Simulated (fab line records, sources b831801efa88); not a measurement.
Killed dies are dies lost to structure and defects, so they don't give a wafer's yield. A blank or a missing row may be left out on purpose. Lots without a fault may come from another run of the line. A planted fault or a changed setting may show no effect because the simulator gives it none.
A struck lot beside a sound one | flow gf180mcu | 27 steps out of a route of 602
Sound: wafers L810.2, L810.3, L810.5. Struck: wafers L807.1, L807.4, L807.5. The cause comes at the end.
At each step with rows: each side's tool, then ch and its chambers, then its first start. Under that, the readings that differ: sound wafers | struck wafers | difference of the means | sigmas: that difference in standard deviations of wafers without a fault.
alike: readings whose means differ by less than 2 such deviations, and words and numbers that are the same on both sides. not compared: withheld readings, readings that some wafer has no value for, bounds like >300 that may hide the same value, and numbers for which the record gives no deviation and whose values overlap.
The two part at a step that has a row with sigmas, a row that says differs or no value, or rows on one side only. Numbers that don't overlap but have no deviation are shown without sigmas and don't part them. A reading that every wafer of one side lacks parts them only if that side has two wafers or more.

GF_HV_LDD_ETCHBACK_58: etches Si3N4 in CH3F/O2, stops on SiO2, time 100 s, target depth 90 nm.
  sound on rie_diel-03 ch 1,2,3, day 18 18:53; struck on rie_diel-02 ch 1,2, day 17 23:49
  alike: drypump_motor_current_A, oes_product_au, throttle_valve_pct
  not compared: rf_hours_counter_h
then, 7 steps without rows for these wafers: GF_NSD_DEHYDRATE_00 (time 60 s); GF_NSD_HMDS_01 (prime time 60 s); GF_NSD_COAT_02 (resist thk 1000 nm); GF_NSD_SOFTBAKE_03 (time 60 s); GF_NSD_EXPOSE_04 (exposes mask Nplus, target cd 400 nm); GF_NSD_PEB_05; GF_NSD_DEVELOP_06 (develop time 60 s).
GF_NSD_CD_MEAS_07: target cd 400 nm.
  sound on cd_sem-01, day 19 19:10; struck on cd_sem-01, day 18 23:53
  alike: cd_nm
GF_NSD_OVL_MEAS_08:
  sound on overlay-02, day 19 19:17; struck on overlay-02, day 19 00:00
  alike: NSD_OVL
then, 2 steps without rows for these wafers: GF_NSD_IMPLANT_09; GF_NSD_IMPLANT_10.
GF_NSD_STRIP_11: strips in O2/N2.
  sound on plasma_asher-01 ch 1, day 19 19:37; struck on plasma_asher-04 ch 0,1, day 19 00:20
  no value came back on the struck wafers for any of 5 readings (chamber_pressure_mTorr (mTorr), drypump_motor_current_A (A) and others); on the sound wafers chamber_pressure_mTorr (mTorr) reads 1499.9 1497.2 1501.6
  reading                                  | sound | struck          | difference | sigmas
  model.NOVOLAK_of_NSD_COAT_02.thk_nm (nm) | 0 0 0 | 1004 1003 999.2 | +1002      |
  not compared: rf_hours_counter_h
GF_NSD_TW_MEAS_12:
  sound on film_metro-03, day 19 19:43; struck on film_metro-01, day 19 00:26
  alike: NSD_TW
then, 7 steps without rows for these wafers: GF_PSD_DEHYDRATE_00 (time 60 s); GF_PSD_HMDS_01 (prime time 60 s); GF_PSD_COAT_02 (resist thk 1000 nm); GF_PSD_SOFTBAKE_03 (time 60 s); GF_PSD_EXPOSE_04 (exposes mask Pplus, target cd 400 nm); GF_PSD_PEB_05; GF_PSD_DEVELOP_06 (develop time 60 s).
GF_PSD_CD_MEAS_07: target cd 400 nm.
  sound on cd_sem-01, day 20 19:54; struck on cd_sem-01, day 20 00:36
  alike: cd_nm
GF_PSD_OVL_MEAS_08:
  sound on overlay-01, day 20 20:01; struck on overlay-01, day 20 00:43
  alike: PSD_OVL
then, 1 step without rows for these wafers: GF_PSD_IMPLANT_09.
GF_PSD_STRIP_10: strips in O2/N2.
  sound on plasma_asher-02 ch 0, day 20 20:11; struck on plasma_asher-02 ch 0,1, day 20 00:55
  reading                      | sound             | struck            | difference | sigmas
  oes_product_au (a.u.)        | 0.591 0.584 0.600 | 0.648 0.664 0.664 | +0.067     | +15
  strip_time_to_endpoint_s (s) | 16.55 16.52 16.50 | 31.54 31.56 31.43 | +14.99     | +99 or more
  alike: chamber_pressure_mTorr, drypump_motor_current_A, heater_power_w
  not compared: rf_hours_counter_h
GF_PSD_TW_MEAS_11:
  sound on film_metro-01, day 20 20:18; struck on film_metro-01, day 20 01:01
  reading | sound          | struck   | difference | sigmas
  PSD_TW  | 3186 3181 3158 | 30 30 30 | -3145      | -85
then, 1 step without rows for these wafers: GF_PSD_CLEAN_12 (cleans in SC1/SC2, time 150 s).

WHERE THEY PART
First at GF_NSD_STRIP_11; last, within this record, at GF_PSD_TW_MEAS_11.

WHY: what the simulator had put in
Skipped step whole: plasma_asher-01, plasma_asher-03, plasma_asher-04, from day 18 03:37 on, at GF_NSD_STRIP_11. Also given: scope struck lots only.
